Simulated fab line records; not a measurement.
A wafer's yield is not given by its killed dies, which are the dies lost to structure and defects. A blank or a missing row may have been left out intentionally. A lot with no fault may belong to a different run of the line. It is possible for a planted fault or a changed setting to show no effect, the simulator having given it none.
Which of the tools did it? | flow gf180mcu | 18 wafers from 6 lots sampled at 2 of the route's 602 steps

## WHAT THE GAUGES READ, wafer by wafer
GF_M2_THK_MEAS_06: measures by xrf.
lot  | measured     | on            | M2_ALCU_THK (nm)
L344 | day 18 18:35 | film_metro-02 | 452 460 458
L347 | day 20 02:16 | film_metro-02 | 453 449 452
L351 | day 21 17:50 | film_metro-03 | 452 455 457
L353 | day 22 17:17 | film_metro-03 | 451 450 450
L360 | day 24 19:10 | film_metro-01 | 453 441 451
L364 | day 26 01:38 | film_metro-01 | 446 448 450

## TOOL THAT RAN EACH LOT (tool first, then ch and the chambers of the sampled wafers, then the start)
lot  | GF_M2_SPUTTER_04
L344 | pvd_sputter-03, day 18 18:25
L347 | pvd_sputter-01, day 20 02:05
L351 | pvd_sputter-01, day 21 17:40
L353 | pvd_sputter-02, day 22 17:07
L360 | pvd_sputter-03, day 24 18:59
L364 | pvd_sputter-02, day 26 01:28
- GF_M2_SPUTTER_04: material TiN, target thk 50 nm, time 41.7 s.

## THE ANSWER, worked out from the rows above alone
Rule: what is usual is taken from the lots themselves. The widest of any qualifying gaps counts: lots, ordered by their means at a reading, are off when they make up no more than a third of the lots, leave a main group of 4 or more, and stand apart from it by 3 or more times the standard deviation of that group's means. Not used: any main group whose means are identical at the precision the tables above print for the reading. A lot without any number at a reading at which 4 lots or more have one is off too. The other lots that the step has rows for count as sound.
Nothing can be told from this: no lot is off at any reading shown.

## WHAT HAD BEEN PUT IN BY THE SIMULATOR
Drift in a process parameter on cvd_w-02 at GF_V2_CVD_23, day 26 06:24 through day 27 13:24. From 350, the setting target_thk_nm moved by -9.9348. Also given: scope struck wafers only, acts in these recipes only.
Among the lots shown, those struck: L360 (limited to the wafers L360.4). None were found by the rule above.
